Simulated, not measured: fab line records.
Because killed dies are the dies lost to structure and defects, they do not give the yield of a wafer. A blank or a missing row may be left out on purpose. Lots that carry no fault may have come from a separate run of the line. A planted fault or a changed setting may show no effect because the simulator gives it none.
Check of tool commonality -- flow sky130 -- 12 lots, 39 wafers sampled

== REASON IT WAS OPENED ==
Of 12 lots, 1 have the reading POLY_GATE_CVD_00_THK flagged at SKY_POLY_GATE_THK_MEAS_01. Fault-free wafers read 181.0 nm, with a standard deviation of 1.9.
Rule: a lot is flagged in two cases, either no wafer of it has a number, or all its wafers with numbers fall more than 4 standard deviations from that mean. As for the other lots, they are considered sound.

lot,measured,on,"POLY_GATE_CVD_00_THK (nm), wafer by wafer",flag
L249,day 13 18:03,film-metro-04,181.2 182.9 181.2,
L250,day 14 02:22,film-metro-02,177.2 178.1 177.6,
L251,day 14 09:23,film-metro-02,177.8 180.2 179.3,
L252,day 14 19:43,film-metro-02,178.1 177.5 178.8,
L254,day 15 09:36,film-metro-01,180.0 179.8 180.2,
L260,day 17 21:31,film-metro-04,230.1 229.8 230.7 230.1 230.0 230.6,FLAGGED
L263,day 18 12:46,film-metro-01,181.8 182.3 183.7,
L268,day 20 21:43,film-metro-02,179.4 180.4 179.5,
L269,day 21 01:35,film-metro-04,183.0 183.8 182.7,
L270,day 21 05:47,film-metro-04,182.6 181.3 182.3,
L271,day 21 15:46,film-metro-04,180.5 181.0 180.0,
L272,day 21 21:48,film-metro-04,182.1 183.2 182.4,
Average over the flagged lots: 230.2 nm; offset from the usual +49.2 nm, equal to +26 standard deviations.

== TOOL THAT RAN EACH LOT ==
The record holds 2 process steps before the reading, out of a route of 708 steps. In each cell: the tool, then ch and the chambers that the sampled wafers went through, then the start.
lot,flag,SKY_DNWELL_STRIP_08,SKY_POLY_GATE_CVD_00
L249,,"plasma-asher-04 ch 0,1, day 3 01:57","lpcvd-01 ch 0, day 13 16:49"
L250,,"plasma-asher-04 ch 0,1, day 3 07:55","lpcvd-01 ch 1, day 14 01:10"
L251,,"plasma-asher-04 ch 0,1, day 3 14:37","lpcvd-01 ch 0, day 14 08:11"
L252,,"plasma-asher-03 ch 0,1, day 3 22:07","lpcvd-01 ch 0, day 14 18:30"
L254,,"plasma-asher-01 ch 0,1, day 4 05:10","lpcvd-01 ch 0, day 15 08:23"
L260,FLAGGED,"plasma-asher-04 ch 0,1, day 5 18:32","lpcvd-01 ch 0, day 17 20:19"
L263,,"plasma-asher-04 ch 0,1, day 6 06:46","lpcvd-01 ch 1, day 18 11:34"
L268,,"plasma-asher-04 ch 0,1, day 7 16:13","lpcvd-01 ch 0, day 20 20:31"
L269,,"plasma-asher-03 ch 0,1, day 7 17:45","lpcvd-01 ch 1, day 21 00:22"
L270,,"plasma-asher-01 ch 0,1, day 7 21:37","lpcvd-01 ch 0, day 21 04:35"
L271,,"plasma-asher-04 ch 0,1, day 8 02:24","lpcvd-01 ch 1, day 21 13:02"
L272,,"plasma-asher-03 ch 0,1, day 8 08:37","lpcvd-01 ch 0, day 21 19:05"
What these steps do:
- SKY_DNWELL_STRIP_08: strips in O2/N2.
- SKY_POLY_GATE_CVD_00: deposits poly-Si, target thk 180 nm, time 720 s.
- SKY_POLY_GATE_THK_MEAS_01

== FLAGGED AGAINST TOTAL, ONE TOOL AT A TIME (gauges that did the reading follow at the end) ==
step,tool,lots run,flagged,share of the flagged lots,sound lots run after its first flagged lot
SKY_DNWELL_STRIP_08,plasma-asher-01,2,0,none,-
SKY_DNWELL_STRIP_08,plasma-asher-03,3,0,none,-
SKY_DNWELL_STRIP_08,plasma-asher-04,7,1,all,"3 (L263,L268,L271)"
SKY_POLY_GATE_CVD_00,lpcvd-01,12,1,all,"6 (L263,L268,L269,L270,L271,L272)"
SKY_POLY_GATE_THK_MEAS_01,film-metro-01,2,0,none,-
SKY_POLY_GATE_THK_MEAS_01,film-metro-02,4,0,none,-
SKY_POLY_GATE_THK_MEAS_01,film-metro-04,6,1,all,"4 (L269,L270,L271,L272)"

== THE TABLE: WHAT IT ALLOWS ==
3 rows of the table ran every flagged lot: plasma-asher-04 at SKY_DNWELL_STRIP_08, lpcvd-01 at SKY_POLY_GATE_CVD_00, film-metro-04 at SKY_POLY_GATE_THK_MEAS_01.
- plasma-asher-04 at SKY_DNWELL_STRIP_08 ran 7 lots, 1 of them flagged. Sound lots followed the first flagged one (L263, L268, L271) on it, something a lasting fault affecting the whole tool could not allow.
- lpcvd-01 at SKY_POLY_GATE_CVD_00 ran 12 lots, 1 of them flagged. Sound lots followed the first flagged one (L263, L268, L269, L270, L271, L272) on it, something a lasting fault affecting the whole tool could not allow. Its own readings (spike-tc-bottom-C, spike-tc-centre-C, spike-tc-lower-C, spike-tc-top-C, spike-tc-upper-C, susceptor-temp-C) fall more than 4 standard deviations out on all wafers of the flagged lots.
- film-metro-04 at SKY_POLY_GATE_THK_MEAS_01 ran 6 lots, 1 of them flagged. Sound lots followed the first flagged one (L269, L270, L271, L272) on it, something a lasting fault affecting the whole tool could not allow.
Every row of the table either missed a flagged lot or ran a sound lot after the first.

== WHAT WAS PUT IN BY THE SIMULATOR ==
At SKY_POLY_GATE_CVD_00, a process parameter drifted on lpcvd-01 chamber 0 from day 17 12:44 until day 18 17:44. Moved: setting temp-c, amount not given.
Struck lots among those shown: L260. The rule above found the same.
